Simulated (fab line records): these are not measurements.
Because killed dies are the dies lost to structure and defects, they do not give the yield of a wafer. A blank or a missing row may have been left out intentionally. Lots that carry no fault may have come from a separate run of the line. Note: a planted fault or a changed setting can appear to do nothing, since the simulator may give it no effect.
Check of tool commonality ; flow gf180mcu ; Lots sampled 11, wafers sampled 33

## REASON IT WAS OPENED
1 of 11 lots carry a flag on the reading HV_LDD_CVD_56_THK at GF_HV_LDD_THK_MEAS_57. Fault-free wafers read 90.1 nm, with a standard deviation of 0.69.
Rule: flag the lot when none of its wafers has a number, or when each of its wafers that has one lies beyond 4 standard deviations from that mean. All remaining lots are regarded as sound.

lot;measured;on;HV_LDD_CVD_56_THK (nm), wafer by wafer;flag
L850;day 12 15:53;filmMetro-02;90.4 90.1 89.6;
L852;day 13 03:11;filmMetro-01;89.3 89.7 90.8;
L854;day 13 20:37;filmMetro-02;89.0 89.1 89.7;
L855;day 14 06:18;filmMetro-04;89.2 89.4 89.5;
L860;day 15 22:45;filmMetro-02;83.8 83.4 83.4;FLAGGED
L863;day 16 18:45;filmMetro-01;90.3 90.1 90.2;
L867;day 18 03:50;filmMetro-04;89.8 90.3 90.4;
L868;day 18 10:02;filmMetro-04;91.4 90.9 91.3;
L871;day 19 12:47;filmMetro-01;90.0 90.0 90.0;
L872;day 19 17:44;filmMetro-02;89.5 89.6 89.0;
L873;day 20 04:11;filmMetro-04;89.3 89.5 89.8;
The mean of the flagged lots' numbers is 83.5 nm, -6.6 nm from the usual (-10 standard deviations).

## LOT BY LOT: THE TOOL USED
The record holds 2 process steps before the reading, out of a route of 602 steps. Every cell lists first the tool, next ch and the chambers used by the sampled wafers, and last the start.
lot;flag;GF_HV_LDD_STRIP_37;GF_HV_LDD_CVD_56
L850;;plasmaAsher-03 ch 0,1, day 11 17:13;lpcvd-02 ch 1, day 12 14:26
L852;;plasmaAsher-01 ch 0,1, day 12 04:13;lpcvd-01 ch 1, day 13 01:44
L854;;plasmaAsher-01 ch 0,1, day 12 21:23;lpcvd-02 ch 1, day 13 19:10
L855;;plasmaAsher-02 ch 0,1, day 13 06:44;lpcvd-01 ch 0, day 14 04:52
L860;FLAGGED;plasmaAsher-02 ch 0,1, day 14 22:14;lpcvd-01 ch 1, day 15 21:19
L863;;plasmaAsher-02 ch 0,1, day 15 17:32;lpcvd-02 ch 0, day 16 17:19
L867;;plasmaAsher-01 ch 0,1, day 17 01:51;lpcvd-02 ch 0, day 18 02:23
L868;;plasmaAsher-03 ch 0,1, day 17 07:56;lpcvd-02 ch 0, day 18 08:36
L871;;plasmaAsher-02 ch 1, day 18 09:49;lpcvd-01 ch 0, day 19 11:21
L872;;plasmaAsher-01 ch 0,1, day 18 14:05;lpcvd-02 ch 0, day 19 16:18
L873;;plasmaAsher-03 ch 0,1, day 19 00:46;lpcvd-01 ch 0, day 20 02:02
What is done by these steps:
- GF_HV_LDD_STRIP_37: strips in O2/N2.
- GF_HV_LDD_CVD_56: deposits Si3N4 from DCS/NH3, target thk 90 nm, time 1543 s.
- GF_HV_LDD_THK_MEAS_57

## FLAGGED OVER TOTAL, TOOL BY TOOL (the gauges that took the reading come last)
step;tool;lots run;flagged;share of the flagged lots;sound lots run after its first flagged lot
GF_HV_LDD_STRIP_37;plasmaAsher-01;4;0;none;-
GF_HV_LDD_STRIP_37;plasmaAsher-02;4;1;all;2 (L863,L871)
GF_HV_LDD_STRIP_37;plasmaAsher-03;3;0;none;-
GF_HV_LDD_CVD_56;lpcvd-01;5;1;all;2 (L871,L873)
GF_HV_LDD_CVD_56;lpcvd-02;6;0;none;-
GF_HV_LDD_THK_MEAS_57;filmMetro-01;3;0;none;-
GF_HV_LDD_THK_MEAS_57;filmMetro-02;4;1;all;1 (L872)
GF_HV_LDD_THK_MEAS_57;filmMetro-04;4;0;none;-

## WHAT IS ALLOWED BY THE TABLE
Rows of the table that ran every flagged lot, 3 in all: plasmaAsher-02 at GF_HV_LDD_STRIP_37, lpcvd-01 at GF_HV_LDD_CVD_56, filmMetro-02 at GF_HV_LDD_THK_MEAS_57.
- plasmaAsher-02 at GF_HV_LDD_STRIP_37 ran 4 lots, 1 of them flagged. Sound lots followed the first flagged one (L863, L871) on it, something a lasting fault affecting the whole tool could not allow.
- lpcvd-01 at GF_HV_LDD_CVD_56 ran 5 lots, 1 of them flagged. Sound lots followed the first flagged one (L871, L873) on it, something a lasting fault affecting the whole tool could not allow.
- filmMetro-02 at GF_HV_LDD_THK_MEAS_57 ran 4 lots, 1 of them flagged. Sound lots followed the first flagged one (L872) on it, something a lasting fault affecting the whole tool could not allow.
There is no row in the table that ran each flagged lot and no sound lot after the first.

## WHAT HAD BEEN PUT IN BY THE SIMULATOR
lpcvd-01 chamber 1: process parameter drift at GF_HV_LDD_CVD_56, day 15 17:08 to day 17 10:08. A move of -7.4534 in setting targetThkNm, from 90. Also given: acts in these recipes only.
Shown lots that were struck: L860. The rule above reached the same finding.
